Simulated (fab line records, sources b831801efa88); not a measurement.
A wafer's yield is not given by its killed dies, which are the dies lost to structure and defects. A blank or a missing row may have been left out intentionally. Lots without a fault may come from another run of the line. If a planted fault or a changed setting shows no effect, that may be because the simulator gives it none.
A sampling plan put to the test / flow gf180mcu / one line in one fab, 42 faults in these records, each fault weighed on the records of the lots it struck
Plan = the line's own looks (route steps where a gauge or an inspection reads the wafer without altering it). Where struck wafers have a number at a look and the file lists that look's usual mean and standard deviation on fault-free wafers, the look can be judged. Caught: a look later than the fault's first step finds the struck wafers' mean 4 or more of those standard deviations (sigma) from the usual mean. On the tool: here the same test is run on the tool's own readings at the fault's steps. Another recipe on the struck wafers, or a record that is blank for them alone, also counts as caught.

## THE FAULTS, as the simulator had put them in
1. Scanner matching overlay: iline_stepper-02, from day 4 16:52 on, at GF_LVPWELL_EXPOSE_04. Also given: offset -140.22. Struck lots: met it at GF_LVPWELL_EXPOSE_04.
2. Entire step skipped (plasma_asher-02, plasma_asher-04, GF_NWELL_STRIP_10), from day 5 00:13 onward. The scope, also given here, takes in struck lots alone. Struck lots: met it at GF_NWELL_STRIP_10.
3. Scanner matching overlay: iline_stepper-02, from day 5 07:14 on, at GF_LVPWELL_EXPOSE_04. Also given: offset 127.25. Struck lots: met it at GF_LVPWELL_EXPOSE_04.
4. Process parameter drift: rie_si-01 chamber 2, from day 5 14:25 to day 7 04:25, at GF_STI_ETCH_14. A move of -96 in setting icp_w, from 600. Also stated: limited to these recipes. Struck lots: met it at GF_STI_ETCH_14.
5. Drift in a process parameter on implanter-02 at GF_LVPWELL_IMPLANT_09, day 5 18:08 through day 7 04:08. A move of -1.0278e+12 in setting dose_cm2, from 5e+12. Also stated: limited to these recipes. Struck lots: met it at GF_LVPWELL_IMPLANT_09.
6. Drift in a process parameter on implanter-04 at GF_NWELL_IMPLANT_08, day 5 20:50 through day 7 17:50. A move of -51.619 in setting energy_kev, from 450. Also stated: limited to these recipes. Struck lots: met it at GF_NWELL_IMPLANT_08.
7. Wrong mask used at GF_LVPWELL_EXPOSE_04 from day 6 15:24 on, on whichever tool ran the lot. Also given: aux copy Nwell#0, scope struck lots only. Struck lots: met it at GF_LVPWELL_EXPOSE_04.
8. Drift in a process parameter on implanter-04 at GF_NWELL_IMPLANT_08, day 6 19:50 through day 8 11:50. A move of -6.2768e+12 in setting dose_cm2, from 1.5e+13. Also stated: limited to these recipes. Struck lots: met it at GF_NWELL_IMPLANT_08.
9. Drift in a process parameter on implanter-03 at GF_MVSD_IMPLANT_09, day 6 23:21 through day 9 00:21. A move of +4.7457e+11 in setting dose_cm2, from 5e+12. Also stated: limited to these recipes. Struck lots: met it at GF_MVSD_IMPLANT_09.
10. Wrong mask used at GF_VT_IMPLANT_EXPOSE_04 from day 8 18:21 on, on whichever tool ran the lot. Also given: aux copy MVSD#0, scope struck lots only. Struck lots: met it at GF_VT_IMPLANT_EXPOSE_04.
11. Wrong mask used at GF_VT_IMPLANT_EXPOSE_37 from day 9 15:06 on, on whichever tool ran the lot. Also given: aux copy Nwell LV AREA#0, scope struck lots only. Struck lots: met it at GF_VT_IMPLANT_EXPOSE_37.
12. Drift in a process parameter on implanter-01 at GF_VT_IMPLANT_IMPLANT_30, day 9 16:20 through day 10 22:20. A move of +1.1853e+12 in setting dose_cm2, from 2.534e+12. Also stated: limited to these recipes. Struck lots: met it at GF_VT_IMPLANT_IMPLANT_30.
13. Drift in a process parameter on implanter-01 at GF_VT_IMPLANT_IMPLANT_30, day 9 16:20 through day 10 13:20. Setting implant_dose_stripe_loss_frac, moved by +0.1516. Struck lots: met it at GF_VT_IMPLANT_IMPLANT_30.
14. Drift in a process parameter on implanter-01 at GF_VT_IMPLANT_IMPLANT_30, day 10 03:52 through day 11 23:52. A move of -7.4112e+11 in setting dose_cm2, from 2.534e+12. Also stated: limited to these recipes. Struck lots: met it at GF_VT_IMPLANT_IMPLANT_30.
15. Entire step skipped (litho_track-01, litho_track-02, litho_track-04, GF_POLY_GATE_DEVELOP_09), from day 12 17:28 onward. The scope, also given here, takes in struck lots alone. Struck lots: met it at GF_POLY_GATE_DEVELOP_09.
16. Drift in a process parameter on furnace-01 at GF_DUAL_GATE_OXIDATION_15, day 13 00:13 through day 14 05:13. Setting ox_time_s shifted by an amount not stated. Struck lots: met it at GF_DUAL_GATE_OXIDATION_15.
17. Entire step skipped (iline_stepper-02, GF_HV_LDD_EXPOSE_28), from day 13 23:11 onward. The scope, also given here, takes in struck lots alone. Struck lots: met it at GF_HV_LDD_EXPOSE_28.
18. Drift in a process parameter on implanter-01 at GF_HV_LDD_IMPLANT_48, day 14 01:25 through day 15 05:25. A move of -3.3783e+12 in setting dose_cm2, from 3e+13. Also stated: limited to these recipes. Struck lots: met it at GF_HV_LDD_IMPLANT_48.
19. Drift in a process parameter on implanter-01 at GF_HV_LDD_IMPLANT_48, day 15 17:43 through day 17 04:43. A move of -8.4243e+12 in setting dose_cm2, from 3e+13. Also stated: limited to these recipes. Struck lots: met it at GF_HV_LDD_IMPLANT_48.
20. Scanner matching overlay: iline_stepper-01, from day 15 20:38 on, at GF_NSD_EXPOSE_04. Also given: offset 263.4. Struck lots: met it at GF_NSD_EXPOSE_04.
21. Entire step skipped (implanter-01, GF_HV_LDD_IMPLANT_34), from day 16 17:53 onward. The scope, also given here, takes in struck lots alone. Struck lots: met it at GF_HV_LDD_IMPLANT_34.
22. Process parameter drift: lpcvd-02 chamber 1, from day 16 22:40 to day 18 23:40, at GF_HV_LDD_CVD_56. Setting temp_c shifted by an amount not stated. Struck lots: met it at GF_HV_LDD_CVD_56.
23. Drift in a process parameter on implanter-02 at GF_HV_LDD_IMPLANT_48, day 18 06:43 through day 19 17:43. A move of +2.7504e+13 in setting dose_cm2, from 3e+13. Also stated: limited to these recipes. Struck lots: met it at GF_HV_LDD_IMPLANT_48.
24. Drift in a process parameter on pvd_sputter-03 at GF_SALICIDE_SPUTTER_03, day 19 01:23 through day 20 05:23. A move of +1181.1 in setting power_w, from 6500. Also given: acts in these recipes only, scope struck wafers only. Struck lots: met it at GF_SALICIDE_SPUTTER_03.
25. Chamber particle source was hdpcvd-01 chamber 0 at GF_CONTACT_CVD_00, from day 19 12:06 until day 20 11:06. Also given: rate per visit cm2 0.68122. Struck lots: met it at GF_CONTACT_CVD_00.
26. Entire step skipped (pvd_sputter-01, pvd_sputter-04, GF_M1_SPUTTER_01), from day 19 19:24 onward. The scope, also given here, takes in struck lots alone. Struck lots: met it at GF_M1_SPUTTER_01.
27. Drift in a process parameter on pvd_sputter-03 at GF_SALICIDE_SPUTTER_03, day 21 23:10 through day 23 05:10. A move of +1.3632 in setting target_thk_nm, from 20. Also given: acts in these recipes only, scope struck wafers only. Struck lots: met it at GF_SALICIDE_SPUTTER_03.
28. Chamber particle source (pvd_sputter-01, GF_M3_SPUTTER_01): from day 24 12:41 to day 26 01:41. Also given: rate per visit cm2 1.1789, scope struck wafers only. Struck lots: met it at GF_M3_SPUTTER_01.
29. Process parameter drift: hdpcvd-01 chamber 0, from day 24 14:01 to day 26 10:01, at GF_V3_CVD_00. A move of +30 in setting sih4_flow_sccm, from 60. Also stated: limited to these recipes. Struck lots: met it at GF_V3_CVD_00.
30. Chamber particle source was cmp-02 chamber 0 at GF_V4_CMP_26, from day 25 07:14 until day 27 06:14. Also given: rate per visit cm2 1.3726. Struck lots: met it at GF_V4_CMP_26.
31. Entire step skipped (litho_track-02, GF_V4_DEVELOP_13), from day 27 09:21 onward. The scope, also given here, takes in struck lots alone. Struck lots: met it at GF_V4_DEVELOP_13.
32. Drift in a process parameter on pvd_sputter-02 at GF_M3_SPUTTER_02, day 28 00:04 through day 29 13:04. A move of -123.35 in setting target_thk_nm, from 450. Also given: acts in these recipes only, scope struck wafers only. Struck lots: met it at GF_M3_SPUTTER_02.
33. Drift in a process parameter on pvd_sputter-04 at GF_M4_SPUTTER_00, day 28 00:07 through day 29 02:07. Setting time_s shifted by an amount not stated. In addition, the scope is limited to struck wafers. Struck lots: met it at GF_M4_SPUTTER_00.
34. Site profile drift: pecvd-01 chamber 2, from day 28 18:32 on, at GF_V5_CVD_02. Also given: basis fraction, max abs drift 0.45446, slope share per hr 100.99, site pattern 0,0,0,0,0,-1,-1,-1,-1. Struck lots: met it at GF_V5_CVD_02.
35. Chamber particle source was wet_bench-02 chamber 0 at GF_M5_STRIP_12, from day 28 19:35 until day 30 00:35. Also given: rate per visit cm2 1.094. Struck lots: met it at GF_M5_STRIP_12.
36. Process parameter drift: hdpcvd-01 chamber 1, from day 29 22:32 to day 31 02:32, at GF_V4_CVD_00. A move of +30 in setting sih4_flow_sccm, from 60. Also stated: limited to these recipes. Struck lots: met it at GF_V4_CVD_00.
37. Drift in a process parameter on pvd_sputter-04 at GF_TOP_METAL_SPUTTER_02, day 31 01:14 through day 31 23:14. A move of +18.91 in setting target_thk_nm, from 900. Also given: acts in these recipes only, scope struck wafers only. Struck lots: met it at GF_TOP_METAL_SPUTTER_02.
38. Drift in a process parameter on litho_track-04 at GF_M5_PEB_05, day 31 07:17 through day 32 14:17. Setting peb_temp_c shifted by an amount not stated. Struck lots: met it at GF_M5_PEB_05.
39. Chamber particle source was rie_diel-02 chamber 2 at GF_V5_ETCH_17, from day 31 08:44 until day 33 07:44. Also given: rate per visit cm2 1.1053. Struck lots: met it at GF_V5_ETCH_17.
40. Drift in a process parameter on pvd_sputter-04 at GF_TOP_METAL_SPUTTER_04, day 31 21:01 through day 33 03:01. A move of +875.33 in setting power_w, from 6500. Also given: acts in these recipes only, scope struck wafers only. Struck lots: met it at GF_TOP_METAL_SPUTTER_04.
41. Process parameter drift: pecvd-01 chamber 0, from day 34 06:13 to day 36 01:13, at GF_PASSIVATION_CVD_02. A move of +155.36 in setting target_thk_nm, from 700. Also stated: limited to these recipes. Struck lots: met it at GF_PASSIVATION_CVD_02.
42. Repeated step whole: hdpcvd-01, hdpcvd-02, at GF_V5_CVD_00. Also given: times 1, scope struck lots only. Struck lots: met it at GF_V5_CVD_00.

## WHAT THE PLAN SAW
fault=1; on the tool itself=under 2 sigma; first look that catches it=GF_LVPWELL_OVL_MEAS_07; reading, sigma=LVPWELL_OVL -88; median hours from its first step to that look=7.0; hours from the fault's start to the first struck lot there=11; judged looks passed uncaught=0
fault=2; on the tool itself=the tool's record is blank for the struck wafers; first look that catches it=GF_LVPWELL_TW_MEAS_11; reading, sigma=LVPWELL_TW -60; median hours from its first step to that look=14.6; hours from the fault's start to the first struck lot there=16; judged looks passed uncaught=0
fault=3; on the tool itself=no reading that can be judged; first look that catches it=GF_LVPWELL_OVL_MEAS_07; reading, sigma=LVPWELL_OVL +79; median hours from its first step to that look=7.7; hours from the fault's start to the first struck lot there=9; judged looks passed uncaught=0
fault=4; on the tool itself=rf_fwd_power_W -48 sigma; first look that catches it=no look after it can be judged; reading, sigma=-; median hours from its first step to that look=-; hours from the fault's start to the first struck lot there=-; judged looks passed uncaught=0
fault=5; on the tool itself=dose_ions_cm2 -99 or beyond sigma; first look that catches it=GF_VT_IMPLANT_RS_MEAS_48; reading, sigma=LVPWELL_RS +19; median hours from its first step to that look=105.9; hours from the fault's start to the first struck lot there=107; judged looks passed uncaught=1
fault=6; on the tool itself=beam_energy_keV -99 or beyond sigma; first look that catches it=GF_VT_IMPLANT_RS_MEAS_47; reading, sigma=NWELL_RS +10; median hours from its first step to that look=125.0; hours from the fault's start to the first struck lot there=127; judged looks passed uncaught=0
fault=7; on the tool itself=under 2 sigma; first look that catches it=GF_LVPWELL_TW_MEAS_11; reading, sigma=LVPWELL_TW -60; median hours from its first step to that look=8.2; hours from the fault's start to the first struck lot there=13; judged looks passed uncaught=0
fault=8; on the tool itself=dose_ions_cm2 -99 or beyond sigma; first look that catches it=GF_NWELL_TW_MEAS_11; reading, sigma=NWELL_TW -9.6; median hours from its first step to that look=0.4; hours from the fault's start to the first struck lot there=3; judged looks passed uncaught=0
fault=9; on the tool itself=dose_ions_cm2 +80 sigma; first look that catches it=GF_VT_IMPLANT_RS_MEAS_46; reading, sigma=MVSD_RS -6.1; median hours from its first step to that look=94.7; hours from the fault's start to the first struck lot there=105; judged looks passed uncaught=0
fault=10; on the tool itself=under 2 sigma; first look that catches it=GF_VT_IMPLANT_TW_MEAS_10; reading, sigma=VT_IMPLANT_TW -99 or beyond; median hours from its first step to that look=9.9; hours from the fault's start to the first struck lot there=15; judged looks passed uncaught=0
fault=11; on the tool itself=no reading that can be judged; first look that catches it=GF_VT_IMPLANT_TW_MEAS_43; reading, sigma=VT_IMPLANT_4_TW -99 or beyond; median hours from its first step to that look=9.8; hours from the fault's start to the first struck lot there=13; judged looks passed uncaught=0
fault=12; on the tool itself=dose_ions_cm2 +99 or beyond sigma; first look that catches it=GF_VT_IMPLANT_TW_MEAS_32; reading, sigma=VT_IMPLANT_3_TW +16; median hours from its first step to that look=0.2; hours from the fault's start to the first struck lot there=8; judged looks passed uncaught=0
fault=13; on the tool itself=no reading that can be judged; first look that catches it=none of the 8 looks that can be judged after it; reading, sigma=-; median hours from its first step to that look=-; hours from the fault's start to the first struck lot there=-; judged looks passed uncaught=8
fault=14; on the tool itself=dose_ions_cm2 -99 or beyond sigma; first look that catches it=GF_VT_IMPLANT_TW_MEAS_32; reading, sigma=VT_IMPLANT_3_TW -11; median hours from its first step to that look=0.2; hours from the fault's start to the first struck lot there=4; judged looks passed uncaught=0
fault=15; on the tool itself=no reading that can be judged; first look that catches it=no look after it can be judged; reading, sigma=-; median hours from its first step to that look=-; hours from the fault's start to the first struck lot there=-; judged looks passed uncaught=0
fault=16; on the tool itself=under 2 sigma; first look that catches it=no look after it can be judged; reading, sigma=-; median hours from its first step to that look=-; hours from the fault's start to the first struck lot there=-; judged looks passed uncaught=0
fault=17; on the tool itself=no reading that can be judged; first look that catches it=no look after it can be judged; reading, sigma=-; median hours from its first step to that look=-; hours from the fault's start to the first struck lot there=-; judged looks passed uncaught=0
fault=18; on the tool itself=dose_ions_cm2 -99 or beyond sigma; first look that catches it=no look after it can be judged; reading, sigma=-; median hours from its first step to that look=-; hours from the fault's start to the first struck lot there=-; judged looks passed uncaught=0
fault=19; on the tool itself=dose_ions_cm2 -99 or beyond sigma; first look that catches it=GF_HV_LDD_TW_MEAS_50; reading, sigma=HV_LDD_4_TW -7.4; median hours from its first step to that look=0.2; hours from the fault's start to the first struck lot there=17; judged looks passed uncaught=0
fault=20; on the tool itself=no reading that can be judged; first look that catches it=GF_NSD_OVL_MEAS_08; reading, sigma=NSD_OVL +99 or beyond; median hours from its first step to that look=12.1; hours from the fault's start to the first struck lot there=16; judged looks passed uncaught=0
fault=21; on the tool itself=the tool's record is blank for the struck wafers; first look that catches it=GF_HV_LDD_TW_MEAS_38; reading, sigma=HV_LDD_3_TW -5.1; median hours from its first step to that look=0.5; hours from the fault's start to the first struck lot there=4; judged looks passed uncaught=0
fault=22; on the tool itself=spike_tc_lower_C +23 sigma; first look that catches it=GF_HV_LDD_THK_MEAS_57; reading, sigma=HV_LDD_CVD_56_THK +53; median hours from its first step to that look=1.4; hours from the fault's start to the first struck lot there=26; judged looks passed uncaught=0
fault=23; on the tool itself=dose_ions_cm2 +99 or beyond sigma; first look that catches it=GF_HV_LDD_TW_MEAS_50; reading, sigma=HV_LDD_4_TW +14; median hours from its first step to that look=0.2; hours from the fault's start to the first struck lot there=10; judged looks passed uncaught=0
fault=24; on the tool itself=cathode_dc_power_W +99 or beyond sigma; first look that catches it=GF_SALICIDE_THK_MEAS_05; reading, sigma=SALICIDE_TIN_THK +13; median hours from its first step to that look=0.2; hours from the fault's start to the first struck lot there=12; judged looks passed uncaught=1
fault=25; on the tool itself=no reading that can be judged; first look that catches it=none of the 2 looks that can be judged after it; reading, sigma=-; median hours from its first step to that look=-; hours from the fault's start to the first struck lot there=-; judged looks passed uncaught=2
fault=26; on the tool itself=the tool's record is blank for the struck wafers; first look that catches it=no look after it can be judged; reading, sigma=-; median hours from its first step to that look=-; hours from the fault's start to the first struck lot there=-; judged looks passed uncaught=0
fault=27; on the tool itself=under 2 sigma; first look that catches it=GF_SALICIDE_THK_MEAS_05; reading, sigma=SALICIDE_TIN_THK +5.0; median hours from its first step to that look=0.2; hours from the fault's start to the first struck lot there=14; judged looks passed uncaught=0
fault=28; on the tool itself=under 2 sigma; first look that catches it=not the one look that can be judged after it; reading, sigma=-; median hours from its first step to that look=-; hours from the fault's start to the first struck lot there=-; judged looks passed uncaught=1
fault=29; on the tool itself=sih4_flow_sccm +99 or beyond sigma; first look that catches it=GF_V3_THK_MEAS_01; reading, sigma=V3_CVD_00_THK +53; median hours from its first step to that look=0.1; hours from the fault's start to the first struck lot there=7; judged looks passed uncaught=0
fault=30; on the tool itself=under 2 sigma; first look that catches it=none of the 2 looks that can be judged after it; reading, sigma=-; median hours from its first step to that look=-; hours from the fault's start to the first struck lot there=-; judged looks passed uncaught=2
fault=31; on the tool itself=no reading that can be judged; first look that catches it=no look after it can be judged; reading, sigma=-; median hours from its first step to that look=-; hours from the fault's start to the first struck lot there=-; judged looks passed uncaught=0
fault=32; on the tool itself=under 2 sigma; first look that catches it=GF_M3_RS_MEAS_05; reading, sigma=M3_ALCU_RS +34; median hours from its first step to that look=0.1; hours from the fault's start to the first struck lot there=21; judged looks passed uncaught=0
fault=33; on the tool itself=under 2 sigma; first look that catches it=no look after it can be judged; reading, sigma=-; median hours from its first step to that look=-; hours from the fault's start to the first struck lot there=-; judged looks passed uncaught=0
fault=34; on the tool itself=under 2 sigma; first look that catches it=GF_V5_THK_MEAS_03; reading, sigma=V5_CVD_02_THK -17; median hours from its first step to that look=0.1; hours from the fault's start to the first struck lot there=2; judged looks passed uncaught=0
fault=35; on the tool itself=under 2 sigma; first look that catches it=no look after it can be judged; reading, sigma=-; median hours from its first step to that look=-; hours from the fault's start to the first struck lot there=-; judged looks passed uncaught=0
fault=36; on the tool itself=sih4_flow_sccm +99 or beyond sigma; first look that catches it=GF_V4_THK_MEAS_01; reading, sigma=V4_CVD_00_THK +40; median hours from its first step to that look=0.1; hours from the fault's start to the first struck lot there=2; judged looks passed uncaught=0
fault=37; on the tool itself=under 2 sigma; first look that catches it=none of the 4 looks that can be judged after it; reading, sigma=strongest: TOP_METAL_OVL at GF_TOP_METAL_OVL_MEAS_15, -2.1; median hours from its first step to that look=-; hours from the fault's start to the first struck lot there=-; judged looks passed uncaught=4
fault=38; on the tool itself=plate_temp_C +21 sigma; first look that catches it=GF_M5_CD_MEAS_07; reading, sigma=cd_nm -6.1; median hours from its first step to that look=0.3; hours from the fault's start to the first struck lot there=4; judged looks passed uncaught=0
fault=39; on the tool itself=under 2 sigma; first look that catches it=not the one look that can be judged after it; reading, sigma=-; median hours from its first step to that look=-; hours from the fault's start to the first struck lot there=-; judged looks passed uncaught=1
fault=40; on the tool itself=cathode_dc_power_W +99 or beyond sigma; first look that catches it=none of the 4 looks that can be judged after it; reading, sigma=-; median hours from its first step to that look=-; hours from the fault's start to the first struck lot there=-; judged looks passed uncaught=4
fault=41; on the tool itself=under 2 sigma; first look that catches it=GF_PASSIVATION_THK_MEAS_03; reading, sigma=PASSIVATION_CVD_02_THK +14; median hours from its first step to that look=0.3; hours from the fault's start to the first struck lot there=8; judged looks passed uncaught=0
fault=42; on the tool itself=no reading that can be judged; first look that catches it=GF_V5_THK_MEAS_01; reading, sigma=V5_CVD_00_THK +97; median hours from its first step to that look=0.3; hours from the fault's start to the first struck lot there=-; judged looks passed uncaught=0
A dash: the fault isn't caught, or these records don't give the number.

Caught at a look: 26 of 42. Caught on the tool: 19 of 42. By one or the other: 30 of 42.
Faults 4, 18, 26, 40 were caught on the tool alone.
Caught at a look alone: faults 1, 3, 7, 10, 11, 20, 27, 32, 34, 41, 42.
Caught by neither: faults 13, 15, 16, 17, 25, 28, 30, 31, 33, 35, 37, 39.

## THINNER SAMPLING
In the worst case, this is how late the first struck lot would be measured if the look that catches a fault measured only every second or every third lot, by lot number:
fault=1; struck lots at that look, in order of time=L565, L567, L568; every lot=11 h; every second lot=23 h; every third lot=may miss all 3
fault=2; struck lots at that look, in order of time=L356, L357, L358; every lot=16 h; every second lot=20 h; every third lot=29 h
fault=3; struck lots at that look, in order of time=L899, L903, L904, L905; every lot=9 h; every second lot=35 h; every third lot=35 h
fault=5; struck lots at that look, in order of time=L364, L365, L366; every lot=107 h; every second lot=117 h; every third lot=123 h
fault=6; struck lots at that look, in order of time=L731, L732; every lot=127 h; every second lot=131 h; every third lot=may miss all 2
fault=7; struck lots at that look, in order of time=L850; every lot=13 h; every second lot=may miss it; every third lot=may miss it
fault=8; struck lots at that look, in order of time=L741, L743; every lot=3 h; every second lot=may miss all 2; every third lot=may miss all 2
fault=9; struck lots at that look, in order of time=L717, L718, L719; every lot=105 h; every second lot=116 h; every third lot=123 h
fault=10; struck lots at that look, in order of time=L991; every lot=15 h; every second lot=may miss it; every third lot=may miss it
fault=11; struck lots at that look, in order of time=L631; every lot=13 h; every second lot=may miss it; every third lot=may miss it
fault=12; struck lots at that look, in order of time=L225, L226; every lot=8 h; every second lot=16 h; every third lot=may miss all 2
fault=14; struck lots at that look, in order of time=L257, L261; every lot=4 h; every second lot=may miss all 2; every third lot=may miss all 2
fault=19; struck lots at that look, in order of time=L121, L122; every lot=17 h; every second lot=18 h; every third lot=may miss all 2
fault=20; struck lots at that look, in order of time=L312, L315, L316; every lot=16 h; every second lot=39 h; every third lot=may miss all 3
fault=21; struck lots at that look, in order of time=L599, L600; every lot=4 h; every second lot=11 h; every third lot=may miss all 2
fault=22; struck lots at that look, in order of time=L554; every lot=26 h; every second lot=may miss it; every third lot=may miss it
fault=23; struck lots at that look, in order of time=L105, L107; every lot=10 h; every second lot=may miss all 2; every third lot=may miss all 2
fault=24; struck lots at that look, in order of time=L111, L112; every lot=12 h; every second lot=15 h; every third lot=may miss all 2
fault=27; struck lots at that look, in order of time=L585, L586; every lot=14 h; every second lot=22 h; every third lot=may miss all 2
fault=29; struck lots at that look, in order of time=L683, L684, L685; every lot=7 h; every second lot=11 h; every third lot=36 h
fault=32; struck lots at that look, in order of time=L989; every lot=21 h; every second lot=may miss it; every third lot=may miss it
fault=34; struck lots at that look, in order of time=L479, L486; every lot=2 h; every second lot=50 h; every third lot=may miss all 2
fault=36; struck lots at that look, in order of time=L847, L848; every lot=2 h; every second lot=12 h; every third lot=may miss all 2
fault=38; struck lots at that look, in order of time=L463, L464; every lot=4 h; every second lot=17 h; every third lot=may miss all 2
fault=41; struck lots at that look, in order of time=L834, L835; every lot=8 h; every second lot=19 h; every third lot=may miss all 2
Hours: fault start to first struck lot measured. The test against the limit of 4 sigma pooled every struck wafer, which means one lot taken alone may stay below that limit. Other struck lots may not be in these records.

## THE LONGEST TIMED WAY FROM STEP TO LOOK
Fault 6: median gap of 125.0 hours between GF_NWELL_IMPLANT_08 and GF_VT_IMPLANT_RS_MEAS_47. No look between them can be judged.
